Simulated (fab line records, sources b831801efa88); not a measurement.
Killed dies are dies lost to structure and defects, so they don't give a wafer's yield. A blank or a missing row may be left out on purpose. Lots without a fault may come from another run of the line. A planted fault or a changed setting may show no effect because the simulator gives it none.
Which tool did it? | flow sky130 | 14 lots, 42 wafers sampled, at 4 steps of a route of 708

WHAT THE GAUGES READ, wafer by wafer
SKY_FIELD_ISO_THK_MEAS_04. Usual: FIELD_ISO_CVD_03_THK 165.5 nm, standard deviation 1.3.
lot  | measured    | on            | FIELD_ISO_CVD_03_THK (nm) | flag
L877 | day 1 16:16 | film_metro-01 | 165.0 164.6 164.7         |
L878 | day 1 21:45 | film_metro-01 | 165.6 166.2 165.9         |
L879 | day 2 02:41 | film_metro-03 | 164.8 164.9 165.4         |
L880 | day 2 05:52 | film_metro-03 | 167.3 166.9 166.3         |
L882 | day 2 15:43 | film_metro-03 | 164.5 165.4 163.8         |
L884 | day 3 00:52 | film_metro-01 | 163.6 164.2 164.3         |
L885 | day 3 08:26 | film_metro-03 | 164.3 164.2 165.4         |
L886 | day 3 10:49 | film_metro-01 | 165.3 165.7 166.1         |
L887 | day 3 16:35 | film_metro-01 | 165.8 168.5 166.3         |
L890 | day 4 06:29 | film_metro-01 | 166.3 165.2 166.6         |
L894 | day 5 04:16 | film_metro-03 | 164.1 164.8 166.1         |
L896 | day 5 14:05 | film_metro-04 | 163.5 161.7 162.3         |
L898 | day 5 23:22 | film_metro-03 | 165.3 165.5 165.3         |
L899 | day 6 06:29 | film_metro-04 | 167.5 166.9 166.3         |

SKY_FIELD_ISO_THK_MEAS_23. Usual: FIELD_ISO_OXIDATION_01_THK 9.96 nm, standard deviation 0.25.
lot  | measured    | on            | FIELD_ISO_OXIDATION_01_THK (nm) | flag
L877 | day 2 10:50 | film_metro-04 | 10.02 10.01 10.04               |
L878 | day 2 15:05 | film_metro-01 | 10.00 9.81 9.95                 |
L879 | day 2 20:16 | film_metro-01 | 9.76 9.46 9.56                  |
L880 | day 2 23:08 | film_metro-01 | 9.91 10.06 9.92                 |
L882 | day 3 10:21 | film_metro-01 | 9.62 9.61 9.55                  |
L884 | day 3 20:27 | film_metro-04 | 9.34 9.67 9.78                  |
L885 | day 4 02:48 | film_metro-01 | 9.53 9.62 9.79                  |
L886 | day 4 05:41 | film_metro-04 | 9.70 9.65 9.46                  |
L887 | day 4 10:53 | film_metro-03 | 10.13 10.27 9.93                |
L890 | day 5 01:38 | film_metro-01 | 10.31 10.25 10.37               |
L894 | day 6 01:46 | film_metro-01 | 10.05 10.07 9.95                |
L896 | day 6 11:55 | film_metro-01 | 10.03 10.39 10.16               |
L898 | day 6 21:53 | film_metro-03 | 9.91 10.07 9.77                 |
L899 | day 7 04:26 | film_metro-03 | 9.83 9.81 9.86                  |

SKY_NWELL_TW_MEAS_15. Usual: NWELL_TW 1827, standard deviation 12.
lot  | measured     | on            | NWELL_TW       | flag
L877 | day 4 16:45  | film_metro-02 | 1828 1823 1834 |
L878 | day 4 20:55  | film_metro-02 | 1822 1828 1838 |
L879 | day 5 02:26  | film_metro-02 | 1835 1846 1829 |
L880 | day 5 08:35  | film_metro-02 | 1836 1842 1834 |
L882 | day 5 21:28  | film_metro-04 | 1827 1819 1816 |
L884 | day 6 07:53  | film_metro-04 | 1827 1828 1813 |
L885 | day 6 14:50  | film_metro-04 | 1822 1821 1814 |
L886 | day 6 18:13  | film_metro-04 | 1820 1814 1807 |
L887 | day 7 00:28  | film_metro-04 | 1807 1812 1815 |
L890 | day 7 16:17  | film_metro-03 | 1803 1791 1807 |
L894 | day 8 23:29  | film_metro-02 | 1832 1829 1829 |
L896 | day 9 11:12  | film_metro-02 | 1842 1836 1844 |
L898 | day 9 19:51  | film_metro-04 | 1812 1806 1807 |
L899 | day 10 01:03 | film_metro-04 | 1822 1819 1827 |

WHICH TOOL RAN EACH LOT (tool, then ch and the chambers of the sampled wafers, then the start)
lot  | SKY_FIELD_ISO_WET_ETCH_30
L877 | wet_bench-04 ch 0, day 2 13:22
L878 | wet_bench-04 ch 1, day 2 17:35
L879 | wet_bench-04 ch 3, day 2 22:47
L880 | wet_bench-03 ch 3, day 3 02:46
L882 | wet_bench-01 ch 1, day 3 14:03
L884 | wet_bench-01 ch 1, day 3 22:59
L885 | wet_bench-04 ch 1, day 4 05:20
L886 | wet_bench-03 ch 2, day 4 08:30
L887 | wet_bench-01 ch 0, day 4 14:36
L890 | wet_bench-04 ch 2, day 5 04:13
L894 | wet_bench-03 ch 3, day 6 06:55
L896 | wet_bench-03 ch 2, day 6 17:31
L898 | wet_bench-01 ch 1, day 7 01:14
L899 | wet_bench-01 ch 2, day 7 06:58
- SKY_FIELD_ISO_WET_ETCH_30: etches SiO2 in dHF, target depth 25 nm, time 50 s.

WHAT THE TOOLS THEMSELVES READ (means of the sampled wafers that have a number; where no wafer has one, the mark that the record gives instead)
SKY_FIELD_ISO_WET_ETCH_30. Usual: run_length_s 77.7 s, standard deviation 2.7; temp_c 24.99 C, standard deviation 0.1.
lot  | tool         | run_length_s (s) | temp_c (C) | flag
L877 | wet_bench-04 | 76.1             | 24.98      |
L878 | wet_bench-04 | 76.6             | 24.90      |
L879 | wet_bench-04 | 78.0             | 25.00      |
L880 | wet_bench-03 | 76.9             | 24.99      |
L882 | wet_bench-01 | 74.9             | 24.99      |
L884 | wet_bench-01 | 75.8             | 24.96      |
L885 | wet_bench-04 | 56.3             | 25.02      | OFF
L886 | wet_bench-03 | 76.5             | 25.03      |
L887 | wet_bench-01 | 76.0             | 25.17      |
L890 | wet_bench-04 | 49.9             | 24.94      | OFF
L894 | wet_bench-03 | 76.8             | 25.00      |
L896 | wet_bench-03 | 77.6             | 25.04      |
L898 | wet_bench-01 | 81.3             | 25.00      |
L899 | wet_bench-01 | 74.9             | 24.93      |

THE ANSWER, worked out from the rows above alone
Rule: a lot is off if the mean of its wafers that have a number lies more than 3 standard deviations from the usual mean. A lot without any number at a reading at which 4 lots or more have one is off too. The other lots that the step has rows for count as sound. The gauges are gone through in route order, then the tools' own readings, and for those a lot's mean is taken as printed above. The first step at which some lot is off is used, and at that step the reading that is off furthest; a lot without a number counts as furthest.
Off: L885, L890, at SKY_FIELD_ISO_WET_ETCH_30 (run_length_s).
A tool fits if, at that step or a process step before it, it ran every lot that is off, and no sound lot after the first of them. One fits: wet_bench-04 at SKY_FIELD_ISO_WET_ETCH_30. Its last sound lot is L879 (day 2 22:47), its first lot that is off L885 (day 4 05:20): a fault that began between those two fits.
The tool's own readings at SKY_FIELD_ISO_WET_ETCH_30 bear it out: on the lots that are off they differ by more than 5 times the standard deviation of the sound lots' means. run_length_s reads 53.1 s there against 76.8 s on the sound lots.

WHAT THE SIMULATOR HAD PUT IN
Process parameter drift: wet_bench-04, from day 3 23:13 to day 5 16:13, at SKY_FIELD_ISO_WET_ETCH_30. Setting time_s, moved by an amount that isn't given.
Lots struck among those shown: L885, L890. The rule above found the same.
